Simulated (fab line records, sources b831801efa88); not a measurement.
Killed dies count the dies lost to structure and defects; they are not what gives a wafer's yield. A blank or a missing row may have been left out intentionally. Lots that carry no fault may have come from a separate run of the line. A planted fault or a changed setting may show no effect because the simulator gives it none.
Chamber matching -- flow sky130 -- rie diel-01 running SKY_VIA3_ETCH_15: 4 sister chambers
The step etches SiO2 in C4F8/O2/Ar, stops on TiN, target depth 507 nm, time 78 s. 8 wafers are shown with their chamber, then 11 later ones without.

## WAFERS PAIRED WITH THEIR CHAMBERS
wafer,chamber,oes product au (a.u.)
L079.2,1,0.947
L079.6,2,0.948
L087.3,2,0.945
L087.4,3,0.946
L091.1,0,0.953
L091.2,1,0.946
L091.5,0,0.948
L093.3,3,0.950

## WAFERS WITH NO CHAMBER GIVEN
wafer,oes product au (a.u.)
L093.5,0.946
L093.6,0.954
L095.2,0.948
L095.3,0.943
L095.4,0.945
L097.1,0.951
L097.2,0.954
L097.3,0.939
L097.4,0.955
L097.5,0.946
L097.6,0.948

## WHICH CHAMBER EACH WENT THROUGH
wafer,from the rows above,in truth
L093.5,can't be placed: 1 or 2 or 3 or 0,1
L093.6,can't be placed: 0 or 3 or 1 or 2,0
L095.2,can't be placed: 3 or 1 or 2 or 0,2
L095.3,can't be placed: 1 or 2 or 3 or 0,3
L095.4,can't be placed: 1 or 2 or 3 or 0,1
L097.1,can't be placed: 0 or 3 or 1 or 2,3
L097.2,can't be placed: 0 or 3 or 1 or 2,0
L097.3,can't be placed: 1 or 2 or 3 or 0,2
L097.4,can't be placed: 0 or 3 or 1 or 2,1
L097.5,can't be placed: 1 or 2 or 3 or 0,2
L097.6,can't be placed: 3 or 1 or 2 or 0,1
Correct placement for 0 of the 11. Can't be placed from these rows: 11 (the true chamber is among the candidates in 11). 0 placed wrongly.
How it was worked out, from the rows above alone: a wafer's distance from a chamber is the root of the sum, over the readings, of the square of ((its reading less the chamber's mean) divided by the reading's scatter). The wafer belongs to the nearest chamber; if the next one is less than 2 further off, it can't be placed. Each chamber's mean is taken over the wafers shown for it. The scatter: the root of (the sum of the squares of (reading less its chamber's mean) over the shown wafers, divided by (wafers less chambers)).
